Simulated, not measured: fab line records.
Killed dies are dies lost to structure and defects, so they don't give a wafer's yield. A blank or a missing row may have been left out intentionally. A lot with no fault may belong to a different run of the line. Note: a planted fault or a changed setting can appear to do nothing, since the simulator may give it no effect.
A struck lot beside a sound one || flow sky130 || 28 steps out of a route of 708
Sound: these wafers, L693.1, L693.2, L693.5. Wafers L682.2, L682.3, L682.5 were the ones struck. The cause comes at the end.
At each step with rows: each side's tool, then ch and its chambers, then its first start. Under that, the readings that differ: sound wafers || struck wafers || difference of the means || sigmas: that difference in standard deviations of wafers without a fault.
alike: words and numbers the same on both sides, and readings whose means are apart by under 2 such deviations; not compared: readings that were withheld, readings missing a value for some wafer, numbers with overlapping values and no deviation given by the record, and bounds like >300 which may hide the same value.
Wherever a step has rows on one side only, a row that says differs or no value, or a row with sigmas, the two part there. When numbers do not overlap yet have no deviation, they are printed without sigmas and do not part them. Lack of a reading on every wafer of one side parts them only where that side has two or more wafers.

first, 1 step without rows for these wafers: SKY_DNWELL_IMPLANT_07.
SKY_DNWELL_STRIP_08: strips in O2/N2.
  sound on plasma asher-01 ch 0,1, day 7 19:29; struck on plasma asher-03 ch 0,1, day 4 23:47
  alike: chamber pressure mTorr, drypump motor current A, oes product au, strip time to endpoint s
  not compared: rf hours counter h
SKY_DNWELL_TW_MEAS_09:
  sound on film metro-02 at day 7 19:35; struck on film metro-04 at day 4 23:54
  alike: DNWELL_TW
then, 7 steps without rows for these wafers: SKY_PWDE_DEHYDRATE_00 (time 60 s); SKY_PWDE_HMDS_01 (prime time 60 s); SKY_PWDE_COAT_02 (resist thk 3000 nm); SKY_PWDE_SOFTBAKE_03; SKY_PWDE_EXPOSE_04 (exposes mask PWDEM, target cd 840 nm); SKY_PWDE_PEB_05; SKY_PWDE_DEVELOP_06 (develop time 60 s).
SKY_PWDE_OVL_MEAS_07:
  sound on overlay-02 at day 8 16:03; struck on overlay-02 at day 5 17:29
  alike: PWDE_OVL
then, 1 step without rows for these wafers: SKY_PWDE_IMPLANT_08.
SKY_PWDE_STRIP_09: strips in O2/N2.
  sound on plasma asher-03 ch 0,1, day 8 16:14; struck on plasma asher-02 ch 0,1, day 5 17:40
  no value came back on the struck wafers for chamber pressure mTorr (mTorr), drypump motor current A (A), oes product au (a.u.), strip time to endpoint s (s); on the sound wafers chamber pressure mTorr (mTorr) reads 1498.4 1498.7 1499.7
{"reading": "model.coat_of_PWDE_COAT_02.thk nm (nm)", "sound": "0 0 0", "struck": "2984 2986 2993", "difference": "+2988", "sigmas": ""}
  not compared: rf hours counter h
SKY_PWDE_TW_MEAS_10:
  sound on film metro-04 at day 8 16:20; struck on film metro-04 at day 5 17:47
  alike: PWDE_TW
then, 7 steps without rows for these wafers: SKY_NWELL_DEHYDRATE_03 (time 60 s); SKY_NWELL_HMDS_04 (prime time 60 s); SKY_NWELL_COAT_05 (resist thk 3000 nm); SKY_NWELL_SOFTBAKE_06; SKY_NWELL_EXPOSE_07 (exposes mask NWM, target cd 840 nm); SKY_NWELL_PEB_08; SKY_NWELL_DEVELOP_09 (develop time 60 s).
SKY_NWELL_OVL_MEAS_10:
  sound on overlay-01 at day 9 13:12; struck on overlay-01 at day 6 12:36
  alike: NWELL_00_OVL
then, 3 steps without rows for these wafers: SKY_NWELL_IMPLANT_11; SKY_NWELL_IMPLANT_12; SKY_NWELL_IMPLANT_13.
SKY_NWELL_STRIP_14: strips in O2/N2.
  sound on plasma asher-02 ch 0,1, day 9 13:41; struck on plasma asher-01 ch 1, day 6 13:05
{"reading": "oes product au (a.u.)", "sound": "0.716 0.726 0.725", "struck": "0.734 0.744 0.737", "difference": "+0.016", "sigmas": "+4"}
{"reading": "strip time to endpoint s (s)", "sound": "37.01 37.07 36.92", "struck": "80.88 81.03 81.15", "difference": "+44.02", "sigmas": "+99 or more"}
  alike: chamber pressure mTorr, drypump motor current A
  not compared: rf hours counter h
SKY_NWELL_TW_MEAS_15:
  sound on film metro-02 at day 9 13:47; struck on film metro-02 at day 6 13:26
{"reading": "NWELL_TW", "sound": "1808 1797 1804", "struck": "30 30 30", "difference": -1773, "sigmas": "-99 or more"}
  not compared: hold
SKY_PAD_OPEN_PROBE_99:
  rows exist in the record for the sound wafers here (prober-01, day 50 08:06), none for the struck ones

== WHERE THEY PART ==
At SKY_PWDE_STRIP_09 first; at SKY_PAD_OPEN_PROBE_99 last (within this record only).

WHY: whatever the simulator had introduced
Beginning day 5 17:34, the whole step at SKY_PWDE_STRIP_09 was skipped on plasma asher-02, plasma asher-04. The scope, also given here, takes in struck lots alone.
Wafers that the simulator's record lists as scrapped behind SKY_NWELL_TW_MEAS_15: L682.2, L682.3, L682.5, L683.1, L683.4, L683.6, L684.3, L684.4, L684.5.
